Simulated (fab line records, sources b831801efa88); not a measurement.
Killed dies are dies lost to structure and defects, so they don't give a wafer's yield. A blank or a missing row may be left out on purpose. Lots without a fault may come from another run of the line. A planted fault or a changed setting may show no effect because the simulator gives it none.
A struck lot beside a sound one | flow gf180mcu | 17 steps out of a route of 602
Sound: wafers L157.3, L157.4, L157.6. Struck: wafer L151.4. (L151.3, L151.6 of the same lot were not struck and are left out.) The cause comes at the end.
At each step with rows: each side's tool, then ch and its chambers, then its first start. Under that, the readings that differ: sound wafers | struck wafers | difference of the means | sigmas: that difference in standard deviations of wafers without a fault.
alike: readings whose means differ by less than 2 such deviations, and words and numbers that are the same on both sides. not compared: withheld readings, readings that some wafer has no value for, bounds like >300 that may hide the same value, and numbers for which the record gives no deviation and whose values overlap.
The two part at a step that has a row with sigmas, a row that says differs or no value, or rows on one side only. Numbers that don't overlap but have no deviation are shown without sigmas and don't part them. A reading that every wafer of one side lacks parts them only if that side has two wafers or more.

first, 2 steps without rows for these wafers: GF_CONTACT_PEB_12 (peb time 90 s); GF_CONTACT_DEVELOP_13 (develop time 60 s).
GF_CONTACT_CD_MEAS_14: target cd 220 nm.
  sound on cd_sem-02, day 23 06:41; struck on cd_sem-01, day 21 01:22
  alike: cd_nm
GF_CONTACT_OVL_MEAS_15:
  sound on overlay-02, day 23 06:47; struck on overlay-02, day 21 01:28
  alike: CONTACT_OVL
GF_CONTACT_ETCH_16: etches BARC in N2/H2.
  sound on rie_diel-01 ch 0,2, day 23 06:48; struck on rie_diel-02 ch 2, day 21 01:31
  reading                | sound                | struck | difference | sigmas
  oes_product_au (a.u.)  | 0.849 0.864 0.853    | 0.846  | -0.009     | -2
  throttle_valve_pct (%) | 13.215 13.219 13.227 | 13.238 | +0.018     | +2
  alike: drypump_motor_current_A, n2_flow_sccm
GF_CONTACT_ETCH_17: etches SiO2 in C4F8/O2/Ar, stops on CoSi2, target depth 860 nm.
  sound on rie_diel-01 ch 0,2; struck on rie_diel-02 ch 2
  alike: oes_product_au
GF_CONTACT_STRIP_18: strips in O2/N2.
  sound on plasma_asher-02 ch 0,1, day 23 07:00; struck on plasma_asher-03 ch 1, day 21 01:46
  reading                     | sound             | struck | difference | sigmas
  drypump_motor_current_A (A) | 5.3 6.6 6.6       | 5.0    | -1.2       | -3
  oes_product_au (a.u.)       | 0.582 0.589 0.594 | 0.577  | -0.011     | -2
  alike: heater_power_w, n2_flow_sccm
  not compared: rf_hours_counter_h
then, 3 steps without rows for these wafers: GF_CONTACT_CLEAN_19 (cleans in SPM); GF_CONTACT_CLEAN_20 (cleans in DIW); GF_CONTACT_CLEAN_21 (cleans in dHF, time 20 s).
GF_CONTACT_SPUTTER_22: material Ti, target thk 15 nm, time 80.02 s.
  sound on pvd_sputter-04, day 23 07:16; struck on pvd_sputter-02, day 21 02:02
  alike: cathode_dc_power_W, throttle_valve_pct
then, 1 step without rows for these wafers: GF_CONTACT_SPUTTER_23 (material TiN, target thk 10 nm, time 40 s).
GF_CONTACT_CVD_24: deposits W, target thk 300 nm, time 90.339 s.
  sound on cvd_w-02 ch 0,1, day 23 07:24; struck on cvd_w-02 ch 1, day 21 02:10
  reading                               | sound             | struck | difference | sigmas
  model.W_of_CONTACT_CVD_24.thk_nm (nm) | 299.4 300.7 299.6 | 269    | -31        |
  alike: heater_power_w
GF_CONTACT_RS_MEAS_25: measures by four-point-probe.
  sound on film_metro-02, day 23 07:30; struck on film_metro-03, day 21 02:16
  reading               | sound             | struck | difference | sigmas
  CONTACT_W_RS (ohm/sq) | 0.382 0.381 0.383 | 0.428  | +0.046     | +10
GF_CONTACT_THK_MEAS_26: measures by xrf.
  sound on film_metro-02, day 23 07:36; struck on film_metro-03, day 21 02:22
  reading            | sound       | struck | difference | sigmas
  CONTACT_W_THK (nm) | 295 298 296 | 266    | -30        | -7
GF_CONTACT_CMP_27: polishes, stops on SiO2, t overpolish 15 s, target thk 0 nm.
  sound on cmp-01 ch 1,2, day 23 07:38; struck on cmp-02 ch 0, day 21 02:28
  alike: motor_current_A, platen_rpm
-- the record jumps here: 12 days lie between the struck wafers' starts before and after (it left off in module CONTACT and takes up again in module PASSIVATION, whose first step shown is number 602 of the route) --
GF_PASSIVATION_PROBE_99:
  the record has rows for the struck wafers here (prober-01, day 32 19:50) and none for the sound ones

WHERE THEY PART
First at GF_CONTACT_ETCH_16; last, within this record, at GF_PASSIVATION_PROBE_99.

WHY: what the simulator had put in
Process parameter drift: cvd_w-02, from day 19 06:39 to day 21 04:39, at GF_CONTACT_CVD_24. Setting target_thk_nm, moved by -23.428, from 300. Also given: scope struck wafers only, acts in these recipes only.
